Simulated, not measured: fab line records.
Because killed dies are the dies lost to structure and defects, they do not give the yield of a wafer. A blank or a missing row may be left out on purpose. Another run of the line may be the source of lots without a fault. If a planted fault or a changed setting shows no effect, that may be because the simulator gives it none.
What tool caused it? / flow gf180mcu / 13 lots with 39 wafers sampled at 5 steps, on a route of 602 steps

WHAT THE GAUGES READ, wafer by wafer
GF_HV_LDD_CD_MEAS_31 targets a cd of 400 nm.
lot=L865; measured=day 11 09:37; on=cd_sem-01; cd_nm (nm)=394.2 397.0 395.1
lot=L866; measured=day 11 15:56; on=cd_sem-01; cd_nm (nm)=396.8 397.4 395.2
lot=L868; measured=day 12 11:36; on=cd_sem-02; cd_nm (nm)=397.4 397.8 396.1
lot=L869; measured=day 12 17:58; on=cd_sem-01; cd_nm (nm)=393.2 395.7 395.3
lot=L870; measured=day 13 01:37; on=cd_sem-01; cd_nm (nm)=393.8 395.3 394.3
lot=L871; measured=day 13 09:43; on=cd_sem-02; cd_nm (nm)=393.8 393.8 395.3
lot=L872; measured=day 13 19:44; on=cd_sem-02; cd_nm (nm)=399.5 399.4 398.4
lot=L873; measured=day 14 04:07; on=cd_sem-01; cd_nm (nm)=393.4 392.9 391.5
lot=L875; measured=day 15 06:44; on=cd_sem-02; cd_nm (nm)=395.5 395.7 395.1
lot=L877; measured=day 15 13:01; on=cd_sem-02; cd_nm (nm)=394.7 393.9 394.4
lot=L878; measured=day 15 18:37; on=cd_sem-02; cd_nm (nm)=394.5 395.0 395.0
lot=L887; measured=day 18 21:13; on=cd_sem-02; cd_nm (nm)=397.3 397.1 396.1
lot=L888; measured=day 19 00:47; on=cd_sem-01; cd_nm (nm)=394.6 395.2 395.8

GF_HV_LDD_CD_MEAS_46 targets a cd of 400 nm.
lot=L865; measured=day 12 05:57; on=cd_sem-01; cd_nm (nm)=399.1 397.1 397.2
lot=L866; measured=day 12 11:52; on=cd_sem-01; cd_nm (nm)=400.5 401.6 403.2
lot=L868; measured=day 13 08:21; on=cd_sem-02; cd_nm (nm)=397.4 394.9 393.5
lot=L869; measured=day 13 13:59; on=cd_sem-02; cd_nm (nm)=402.2 401.5 401.2
lot=L870; measured=day 13 22:29; on=cd_sem-02; cd_nm (nm)=394.0 395.3 393.0
lot=L871; measured=day 14 07:37; on=cd_sem-01; cd_nm (nm)=401.0 399.8 397.8
lot=L872; measured=day 14 16:51; on=cd_sem-02; cd_nm (nm)=397.7 399.6 398.8
lot=L873; measured=day 15 02:29; on=cd_sem-02; cd_nm (nm)=403.1 403.8 403.5
lot=L875; measured=day 16 04:58; on=cd_sem-02; cd_nm (nm)=400.2 399.4 398.3
lot=L877; measured=day 16 11:31; on=cd_sem-01; cd_nm (nm)=399.2 397.8 402.8
lot=L878; measured=day 16 17:35; on=cd_sem-02; cd_nm (nm)=400.9 398.6 399.3
lot=L887; measured=day 19 22:19; on=cd_sem-02; cd_nm (nm)=401.6 400.8 400.9
lot=L888; measured=day 20 01:35; on=cd_sem-01; cd_nm (nm)=402.8 403.3 402.0

GF_HV_LDD_TW_MEAS_50.
lot=L865; measured=day 12 06:22; on=film_metro-02; HV_LDD_4_TW=572 572 572
lot=L866; measured=day 12 12:14; on=film_metro-03; HV_LDD_4_TW=579 580 579
lot=L868; measured=day 13 08:45; on=film_metro-03; HV_LDD_4_TW=573 580 577
lot=L869; measured=day 13 14:23; on=film_metro-03; HV_LDD_4_TW=577 580 578
lot=L870; measured=day 13 22:53; on=film_metro-03; HV_LDD_4_TW=581 581 577
lot=L871; measured=day 14 08:01; on=film_metro-02; HV_LDD_4_TW=573 569 572
lot=L872; measured=day 14 17:14; on=film_metro-02; HV_LDD_4_TW=567 571 570
lot=L873; measured=day 15 02:54; on=film_metro-02; HV_LDD_4_TW=576 573 573
lot=L875; measured=day 16 05:22; on=film_metro-04; HV_LDD_4_TW=571 573 578
lot=L877; measured=day 16 11:55; on=film_metro-04; HV_LDD_4_TW=570 571 573
lot=L878; measured=day 16 18:00; on=film_metro-02; HV_LDD_4_TW=576 579 574
lot=L887; measured=day 19 22:43; on=film_metro-04; HV_LDD_4_TW=973 976 968 977 973 972
lot=L888; measured=day 20 02:00; on=film_metro-03; HV_LDD_4_TW=977 971 975 977 978 974

TOOL THAT RAN EACH LOT (tool first, then ch and the chambers of the sampled wafers, then the start)
lot=L865; GF_POLY_GATE_ETCH_13=rie_si-02 ch 2,3, day 9 02:35; GF_HV_LDD_IMPLANT_48=implanter-02 ch 0, day 12 06:07
lot=L866; GF_POLY_GATE_ETCH_13=rie_si-01 ch 0,1,2, day 9 09:19; GF_HV_LDD_IMPLANT_48=implanter-01 ch 0, day 12 12:02
lot=L868; GF_POLY_GATE_ETCH_13=rie_si-02 ch 0,2, day 10 01:18; GF_HV_LDD_IMPLANT_48=implanter-01 ch 0, day 13 08:30
lot=L869; GF_POLY_GATE_ETCH_13=rie_si-02 ch 1,2,3, day 10 07:20; GF_HV_LDD_IMPLANT_48=implanter-04 ch 0, day 13 14:09
lot=L870; GF_POLY_GATE_ETCH_13=rie_si-02 ch 0,1, day 10 14:37; GF_HV_LDD_IMPLANT_48=implanter-01 ch 0, day 13 22:39
lot=L871; GF_POLY_GATE_ETCH_13=rie_si-01 ch 0,1, day 10 21:14; GF_HV_LDD_IMPLANT_48=implanter-04 ch 0, day 14 07:47
lot=L872; GF_POLY_GATE_ETCH_13=rie_si-01 ch 0,2,3, day 11 06:30; GF_HV_LDD_IMPLANT_48=implanter-01 ch 0, day 14 17:01
lot=L873; GF_POLY_GATE_ETCH_13=rie_si-02 ch 0,2,3, day 11 14:38; GF_HV_LDD_IMPLANT_48=implanter-01 ch 0, day 15 02:39
lot=L875; GF_POLY_GATE_ETCH_13=rie_si-02 ch 0,2,3, day 12 14:52; GF_HV_LDD_IMPLANT_48=implanter-04 ch 0, day 16 05:08
lot=L877; GF_POLY_GATE_ETCH_13=rie_si-02 ch 0,1,3, day 12 20:38; GF_HV_LDD_IMPLANT_48=implanter-02 ch 0, day 16 11:41
lot=L878; GF_POLY_GATE_ETCH_13=rie_si-02 ch 1,2,3, day 13 01:52; GF_HV_LDD_IMPLANT_48=implanter-04 ch 0, day 16 17:45
lot=L887; GF_POLY_GATE_ETCH_13=rie_si-02 ch 0,1,3, day 15 20:31; GF_HV_LDD_IMPLANT_48=implanter-01 ch 0, day 19 22:29
lot=L888; GF_POLY_GATE_ETCH_13=rie_si-01 ch 0,1, day 16 01:04; GF_HV_LDD_IMPLANT_48=implanter-01 ch 0, day 20 01:45
- GF_POLY_GATE_ETCH_13: etches poly-Si in HBr/Cl2, stops on SiO2, target depth 198.5 nm, time 69.6 s.
- GF_HV_LDD_IMPLANT_48

AS READ BY THE TOOLS THEMSELVES (means over the sampled wafers that have a number; for cases with no such wafer, the mark the record gives instead)
GF_POLY_GATE_ETCH_13.
lot=L865; tool=rie_si-02; bias_w (W)=100.17; drypump_motor_current_A (A)=5.6; oes_product_au (a.u.)=1.013; throttle_valve_pct (%)=33.683
lot=L866; tool=rie_si-01; bias_w (W)=100.03; drypump_motor_current_A (A)=5.7; oes_product_au (a.u.)=0.995; throttle_valve_pct (%)=33.685
lot=L868; tool=rie_si-02; bias_w (W)=99.79; drypump_motor_current_A (A)=5.8; oes_product_au (a.u.)=0.993; throttle_valve_pct (%)=33.698
lot=L869; tool=rie_si-02; bias_w (W)=100.05; drypump_motor_current_A (A)=5.8; oes_product_au (a.u.)=1.012; throttle_valve_pct (%)=33.681
lot=L870; tool=rie_si-02; bias_w (W)=100.39; drypump_motor_current_A (A)=5.9; oes_product_au (a.u.)=0.993; throttle_valve_pct (%)=33.684
lot=L871; tool=rie_si-01; bias_w (W)=99.99; drypump_motor_current_A (A)=5.9; oes_product_au (a.u.)=0.996; throttle_valve_pct (%)=33.685
lot=L872; tool=rie_si-01; bias_w (W)=99.86; drypump_motor_current_A (A)=5.2; oes_product_au (a.u.)=1.001; throttle_valve_pct (%)=33.678
lot=L873; tool=rie_si-02; bias_w (W)=99.97; drypump_motor_current_A (A)=5.6; oes_product_au (a.u.)=0.992; throttle_valve_pct (%)=33.686
lot=L875; tool=rie_si-02; bias_w (W)=100.35; drypump_motor_current_A (A)=5.6; oes_product_au (a.u.)=0.999; throttle_valve_pct (%)=33.679
lot=L877; tool=rie_si-02; bias_w (W)=100.01; drypump_motor_current_A (A)=5.8; oes_product_au (a.u.)=1.004; throttle_valve_pct (%)=33.688
lot=L878; tool=rie_si-02; bias_w (W)=99.94; drypump_motor_current_A (A)=5.8; oes_product_au (a.u.)=1.020; throttle_valve_pct (%)=33.675
lot=L887; tool=rie_si-02; bias_w (W)=100.17; drypump_motor_current_A (A)=5.8; oes_product_au (a.u.)=0.997; throttle_valve_pct (%)=33.685
lot=L888; tool=rie_si-01; bias_w (W)=99.83; drypump_motor_current_A (A)=5.5; oes_product_au (a.u.)=0.998; throttle_valve_pct (%)=33.686

GF_HV_LDD_IMPLANT_48.
lot=L865; tool=implanter-02; beam_on_s (s)=10.01; dose_ions_cm2=3e+13; faraday_current_uA=169
lot=L866; tool=implanter-01; beam_on_s (s)=9.89; dose_ions_cm2=3e+13; faraday_current_uA=171
lot=L868; tool=implanter-01; beam_on_s (s)=10.13; dose_ions_cm2=3e+13; faraday_current_uA=167
lot=L869; tool=implanter-04; beam_on_s (s)=10.06; dose_ions_cm2=3e+13; faraday_current_uA=168
lot=L870; tool=implanter-01; beam_on_s (s)=9.90; dose_ions_cm2=3e+13; faraday_current_uA=171
lot=L871; tool=implanter-04; beam_on_s (s)=9.97; dose_ions_cm2=3e+13; faraday_current_uA=170
lot=L872; tool=implanter-01; beam_on_s (s)=10.00; dose_ions_cm2=3e+13; faraday_current_uA=169
lot=L873; tool=implanter-01; beam_on_s (s)=9.99; dose_ions_cm2=3e+13; faraday_current_uA=169
lot=L875; tool=implanter-04; beam_on_s (s)=10.22; dose_ions_cm2=3e+13; faraday_current_uA=165
lot=L877; tool=implanter-02; beam_on_s (s)=9.91; dose_ions_cm2=3e+13; faraday_current_uA=171
lot=L878; tool=implanter-04; beam_on_s (s)=10.00; dose_ions_cm2=3e+13; faraday_current_uA=169
lot=L887; tool=implanter-01; beam_on_s (s)=12.31; dose_ions_cm2=2e+14; faraday_current_uA=735
lot=L888; tool=implanter-01; beam_on_s (s)=11.87; dose_ions_cm2=2e+14; faraday_current_uA=760

THE ANSWER, worked out from the rows above alone
Rule: the usual values come from the lots themselves. The widest of any qualifying gaps counts: lots, ordered by their means at a reading, are off when they make up no more than a third of the lots, leave a main group of 4 or more, and stand apart from it by 3 or more times the standard deviation of that group's means. If all means in a main group match to the digits the tables above print for the reading, that group is not used. A lot without any number at a reading at which 4 lots or more have one is off too. Any other lot the step has rows for is counted as sound. Order of review: gauges by route order, followed by the tools' own readings, for which a lot's mean as printed above is used. The first step at which some lot is off is used, and at that step the reading that is off furthest; a lot without a number counts as furthest.
Off: L887, L888, at GF_HV_LDD_TW_MEAS_50 (HV_LDD_4_TW). Mean 575 and standard deviation 3.4 in the main group.
A tool fits if, at a process step before that reading, it ran every lot that is off, and no sound lot after the first of them. The gauges at GF_HV_LDD_TW_MEAS_50 aren't tried: what is off there is off at GF_HV_LDD_IMPLANT_48 too, on other tools, and a gauge's error can't cause that. One fits: implanter-01 at GF_HV_LDD_IMPLANT_48. A fault onset in the window from L873 (day 15 02:39, its last sound lot) to L887 (day 19 22:29, its first lot off) fits.
The tool's own readings at GF_HV_LDD_IMPLANT_48 bear it out: on the lots that are off they differ by more than 5 times the standard deviation of the sound lots' means. beam_on_s reads 12.09 s there against 10.01 s on the sound lots; dose_ions_cm2 reads 2e+14 there against 3e+13 on the sound lots; faraday_current_uA reads 748 there against 169 on the sound lots.

WHAT HAD BEEN PUT IN BY THE SIMULATOR
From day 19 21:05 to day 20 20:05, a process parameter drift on implanter-01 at GF_HV_LDD_IMPLANT_48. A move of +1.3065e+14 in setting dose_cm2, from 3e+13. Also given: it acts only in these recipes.
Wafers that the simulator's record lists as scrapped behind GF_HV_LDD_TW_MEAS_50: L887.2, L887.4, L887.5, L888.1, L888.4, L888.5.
Shown lots that were struck: L887, L888. This agrees with what the rule above found.
